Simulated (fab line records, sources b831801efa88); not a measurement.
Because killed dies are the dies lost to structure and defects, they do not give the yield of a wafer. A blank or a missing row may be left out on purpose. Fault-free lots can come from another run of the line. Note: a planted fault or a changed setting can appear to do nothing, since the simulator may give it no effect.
Which of the tools did it? -- flow gf180mcu -- 14 lots, 42 wafers sampled, at 5 steps of a route of 602

## WHAT THE GAUGES READ, wafer by wafer
GF_HV_LDD_OVL_MEAS_47. Usual: HV_LDD_03_OVL typically reads -0.5 nm, with standard deviation 1.4.
lot,measured,on,HV_LDD_03_OVL (nm),flag
L259,day 12 09:26,overlay-01,0.8 0.4 -0.6,
L260,day 12 14:22,overlay-01,0.9 0.3 2.1,
L262,day 13 07:56,overlay-02,-0.5 -1.5 -1.0,
L263,day 13 12:54,overlay-02,-0.8 -1.9 -1.8,
L264,day 14 02:22,overlay-01,-1.0 -1.8 -1.7,
L268,day 15 12:33,overlay-01,-1.2 0.4 0.2,
L273,day 17 01:21,overlay-02,-0.1 -1.5 -2.3,
L274,day 17 07:39,overlay-02,-0.5 -1.6 -2.2,
L276,day 18 01:47,overlay-01,-1.0 0.9 1.1,
L278,day 18 19:09,overlay-02,1.3 1.2 1.3,
L279,day 19 02:40,overlay-01,1.8 1.8 2.8,
L280,day 19 08:15,overlay-02,-1.7 -0.1 -3.1,
L281,day 19 18:40,overlay-02,-2.5 -2.1 -1.2,
L282,day 20 03:07,overlay-01,1.3 1.0 0.6,

GF_HV_LDD_TW_MEAS_50. Usual: HV_LDD_4_TW typically reads 563, with standard deviation 6.9.
lot,measured,on,HV_LDD_4_TW,flag
L259,day 12 09:44,film-metro-03,573 573 573,
L260,day 12 14:39,film-metro-03,570 573 575,
L262,day 13 08:13,film-metro-02,560 557 557,
L263,day 13 13:11,film-metro-04,560 554 558,
L264,day 14 02:39,film-metro-02,560 559 561,
L268,day 15 12:50,film-metro-03,570 571 570,
L273,day 17 01:38,film-metro-03,571 574 573,
L274,day 17 07:57,film-metro-04,557 556 551,
L276,day 18 02:04,film-metro-03,575 573 574,
L278,day 18 19:26,film-metro-02,555 557 555,
L279,day 19 02:57,film-metro-03,577 572 573,
L280,day 19 08:32,film-metro-03,572 571 574,
L281,day 19 18:58,film-metro-04,557 558 557,
L282,day 20 03:24,film-metro-04,558 559 561,

GF_PSD_TW_MEAS_11. Usual: PSD_TW typically reads 3150, with standard deviation 38.
lot,measured,on,PSD_TW,flag
L259,day 14 05:26,film-metro-04,3120 3132 3122,
L260,day 14 10:18,film-metro-03,3186 3192 3193,
L262,day 15 05:00,film-metro-01,3144 3155 3130,
L263,day 15 11:02,film-metro-03,3178 3189 3191,
L264,day 16 00:13,film-metro-04,3129 3128 3126,
L268,day 17 13:05,film-metro-01,3116 3115 3119,
L273,day 19 04:47,film-metro-01,29 29 29,OFF
L274,day 19 10:15,film-metro-03,30 30 30,OFF
L276,day 20 07:36,film-metro-01,3097 3091 3096,
L278,day 20 23:17,film-metro-04,3130 3136 3134,
L279,day 21 11:19,film-metro-01,3112 3123 3124,
L280,day 21 13:47,film-metro-03,3204 3208 3180,
L281,day 21 20:41,film-metro-01,3134 3129 3130,
L282,day 22 09:32,film-metro-03,3189 3190 3197,

## TOOL THAT RAN EACH LOT (tool first, then ch and the chambers of the sampled wafers, then the start)
lot,GF_NSD_STRIP_11,GF_PSD_STRIP_10
L259,"plasma-asher-04 ch 0,1, day 13 09:11","plasma-asher-01 ch 0,1, day 14 05:19"
L260,"plasma-asher-01 ch 0,1, day 13 13:25","plasma-asher-02 ch 1, day 14 10:11"
L262,"plasma-asher-01 ch 0,1, day 14 08:01","plasma-asher-02 ch 0,1, day 15 04:54"
L263,"plasma-asher-03 ch 1, day 14 13:22","plasma-asher-03 ch 0,1, day 15 10:55"
L264,"plasma-asher-04 ch 0,1, day 15 02:43","plasma-asher-01 ch 0,1, day 16 00:07"
L268,"plasma-asher-03 ch 0,1, day 16 13:34","plasma-asher-01 ch 1, day 17 12:59"
L273,"plasma-asher-01 ch 0,1, day 18 04:35","plasma-asher-01 ch 0, day 19 04:40"
L274,"plasma-asher-01 ch 0,1, day 18 10:16","plasma-asher-01 ch 0,1, day 19 10:10"
L276,"plasma-asher-03 ch 0,1, day 19 06:27","plasma-asher-02 ch 1, day 20 07:30"
L278,"plasma-asher-04 ch 0,1, day 19 22:50","plasma-asher-03 ch 0,1, day 20 23:11"
L279,"plasma-asher-01 ch 0,1, day 20 06:16","plasma-asher-01 ch 0,1, day 21 11:13"
L280,"plasma-asher-04 ch 0,1, day 20 13:31","plasma-asher-02 ch 0,1, day 21 13:41"
L281,"plasma-asher-04 ch 0,1, day 20 22:28","plasma-asher-03 ch 0,1, day 21 20:35"
L282,"plasma-asher-03 ch 0,1, day 21 11:06","plasma-asher-01 ch 0,1, day 22 09:26"
- GF_NSD_STRIP_11: strips in O2/N2.
- GF_PSD_STRIP_10: strips in O2/N2.

## WHAT THE TOOLS THEMSELVES READ (means of the sampled wafers that have a number; where no wafer has one, the mark that the record gives instead)
GF_NSD_STRIP_11. Usual: chamber-pressure-mTorr 1500.2 mTorr, standard deviation 1.3; drypump-motor-current-A 5.8 A, standard deviation 0.52; heater-power-w 346 W, standard deviation 33; oes-product-au 0.486 a.u., standard deviation 0.0039; strip-time-to-endpoint-s 22.96 s, standard deviation 0.036.
lot,tool,chamber-pressure-mTorr (mTorr),drypump-motor-current-A (A),heater-power-w (W),oes-product-au (a.u.),strip-time-to-endpoint-s (s),flag
L259,plasma-asher-04,1499.8,5.8,346,0.490,22.95,
L260,plasma-asher-01,1500.7,5.4,340,0.486,22.98,
L262,plasma-asher-01,1501.4,5.5,342,0.485,22.93,
L263,plasma-asher-03,1499.9,6.7,382,0.488,22.93,
L264,plasma-asher-04,1499.9,5.6,316,0.482,22.91,
L268,plasma-asher-03,1500.5,6.6,367,0.486,22.99,
L273,plasma-asher-01,-,-,-,-,-,OFF
L274,plasma-asher-01,-,-,-,-,-,OFF
L276,plasma-asher-03,1499.2,6.6,364,0.483,23.01,
L278,plasma-asher-04,1500.7,5.5,316,0.487,22.99,
L279,plasma-asher-01,1498.6,5.3,354,0.485,22.96,
L280,plasma-asher-04,1499.7,5.5,321,0.483,22.93,
L281,plasma-asher-04,1499.5,5.5,320,0.484,22.95,
L282,plasma-asher-03,1499.6,6.4,358,0.484,23.00,

GF_PSD_STRIP_10. Usual: chamber-pressure-mTorr 1500.1 mTorr, standard deviation 1.3; drypump-motor-current-A 5.6 A, standard deviation 0.41; heater-power-w 357 W, standard deviation 32; oes-product-au 0.592 a.u., standard deviation 0.0043; strip-time-to-endpoint-s 16.53 s, standard deviation 0.032.
lot,tool,chamber-pressure-mTorr (mTorr),drypump-motor-current-A (A),heater-power-w (W),oes-product-au (a.u.),strip-time-to-endpoint-s (s),flag
L259,plasma-asher-01,1499.7,5.3,356,0.593,16.52,
L260,plasma-asher-02,1500.2,5.5,403,0.591,16.56,
L262,plasma-asher-02,1500.1,5.6,362,0.594,16.56,
L263,plasma-asher-03,1499.4,6.6,363,0.588,16.60,
L264,plasma-asher-01,1499.2,5.5,338,0.589,16.52,
L268,plasma-asher-01,1499.5,5.2,378,0.590,16.49,
L273,plasma-asher-01,1502.0,5.5,319,0.659,31.44,OFF
L274,plasma-asher-01,1499.8,5.4,343,0.654,31.46,OFF
L276,plasma-asher-02,1499.9,5.5,396,0.594,16.51,
L278,plasma-asher-03,1499.5,6.4,356,0.594,16.51,
L279,plasma-asher-01,1499.3,5.5,339,0.595,16.50,
L280,plasma-asher-02,1499.5,5.6,374,0.594,16.55,
L281,plasma-asher-03,1499.9,6.6,363,0.596,16.56,
L282,plasma-asher-01,1499.2,5.4,339,0.588,16.52,

## THE ANSWER, worked out from the rows above alone
Rule: a lot is off if the mean of its wafers that have a number lies more than 3 standard deviations from the usual mean. A lot without any number at a reading at which 4 lots or more have one is off too. The other lots that the step has rows for count as sound. First the gauges in route order, then the tools' own readings, where a lot's mean is used as printed above. The first step at which some lot is off is used, and at that step the reading that is off furthest; a lot without a number counts as furthest.
Off: at GF_PSD_TW_MEAS_11 (PSD_TW), L273, L274.
A tool fits if, at a process step before that reading, it ran every lot that is off, and no sound lot after the first of them. The gauges at GF_PSD_TW_MEAS_11 aren't tried: what is off there is off at GF_NSD_STRIP_11 too, on other tools, and a gauge's error can't cause that. Of those tried, none fits.

## WHAT WAS PUT IN BY THE SIMULATOR
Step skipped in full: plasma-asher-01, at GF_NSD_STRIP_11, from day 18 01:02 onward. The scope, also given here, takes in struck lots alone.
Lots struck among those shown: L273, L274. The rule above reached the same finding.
